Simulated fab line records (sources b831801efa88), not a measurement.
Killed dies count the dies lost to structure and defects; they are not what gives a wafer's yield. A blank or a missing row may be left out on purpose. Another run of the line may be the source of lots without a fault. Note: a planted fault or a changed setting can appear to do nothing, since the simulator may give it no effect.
Code-filled problem report in 8D (eight disciplines) form | flow gf180mcu | the parts of the form that need people (team, actions taken, sign-off) are left out

1. WHAT WENT WRONG
CONTACT_CVD_02_THK at GF_CONTACT_THK_MEAS_03 reads a mean of 953 nm on 1 wafer of 1 lot; wafers without a fault read 860 nm with a standard deviation of 10. Relative to the usual mean, that is a shift of +9.3 standard deviations.
Earliest sighting: wafer L768.2 on film_metro-02 at day 20 11:02. The record has a number at this step for 36 wafers belonging to 12 lots. Rule for "out" (also "out of limits"): further than 4 standard deviations from the usual mean. The rest of the wafers with a number are treated as sound.

2. WHAT IT IS, WHAT IT ISN'T
question                    | is                 | is not
which readings at this step | CONTACT_CVD_02_THK | -
which lots                  | L768               | L755, L757, L758, L760, L761, L762, L764, L772, L775, L776, L777
which wafers of those lots  | L768.2             | L768.1, L768.6
read on which gauges        | film_metro-02      | film_metro-03, film_metro-04
when                        | from day 20 11:02  | up to then (23 sound wafers); but 12 sound wafers of L772, L775, L776, L777 came after

3. SUSPECTS, AND WHAT RULES EACH OUT
Counting: if a tool at a process step up to the reading ran every lot that is out, it stays a suspect. Sound lots after the first of them don't rule it out here, since some wafers of a struck lot are sound.
- the gauge at GF_CONTACT_THK_MEAS_03 is ruled out. All the wafers that are out were read on film_metro-02, but those of them that GF_CONTACT_CMP_04 has rows for are out there too, on other tools.
- plasma_asher-04 at GF_STI_STRIP_15 (strips in O2/N2): kept. It processed L768, the lot that is out, at day 5 01:38, and its most recent sound lot before then was L762 at day 3 19:04.
- plasma_asher-01 at GF_HV_LDD_STRIP_49 (strips in O2/N2): kept. It processed L768, the lot that is out, at day 17 06:00, and its most recent sound lot before then was L762 at day 15 01:53.
- pecvd-01 at GF_CONTACT_CVD_02 (deposits SiO2 from TEOS, target thk 860 nm, time 95.992 s): kept. It processed L768, the lot that is out, at day 20 10:58, and its most recent sound lot before then was L762 at day 18 03:44.
- Within plasma_asher-04 at GF_STI_STRIP_15: the wafers that are out ran in chamber 1; their sound lot-mates ran in chamber 0.
- pecvd-01, GF_CONTACT_CVD_02: wafers that are out in chamber 0, sound lot-mates in chambers 1, 2.
The count leaves plasma_asher-04 at GF_STI_STRIP_15, plasma_asher-01 at GF_HV_LDD_STRIP_49, and pecvd-01 at GF_CONTACT_CVD_02.

4. THE CAUSE (what the simulator had put in)
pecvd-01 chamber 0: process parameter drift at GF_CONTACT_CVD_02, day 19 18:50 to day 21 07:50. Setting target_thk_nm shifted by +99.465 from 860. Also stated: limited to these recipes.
After counting, 3 suspects remain, this tool included.

5. THE CHAIN OF EFFECTS, in route order
Each row: a reading whose mean over the struck wafers that have a number lies more than 3 standard deviations from the usual. Only readings for which the record gives a usual standard deviation are gone through. hours: the time from each lot's start at the first step in this table that gives one to its start at this step, as a median over the lots. sigmas: the change in usual standard deviations.
hours | step                   | reading            | usual  | on struck wafers | change | sigmas
0     | GF_CONTACT_THK_MEAS_03 | CONTACT_CVD_02_THK | 860 nm | 953              | +93    | +9.3
0     | GF_CONTACT_CMP_04      | time_to_endpoint_s | 113 s  | 147              | +34    | +6.9
Its process steps:
- GF_CONTACT_CMP_04: polishes SiO2.

6. HOW IT WOULD HAVE BEEN CAUGHT EARLIER
In this record the first reading out of limits at a measuring or inspecting step was taken at day 20 11:02, 16 hours after the fault began at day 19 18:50.
An alarm limit of 4 standard deviations would not have fired on the tool readings at GF_CONTACT_CVD_02 for which the record gives a usual standard deviation, since none of them was out on any struck wafer.
The start of GF_CONTACT_CVD_02 on pecvd-01 came by day 20 11:02 for every one of the lots that are out (1). A hold on the tool at that time would have spared none of them.
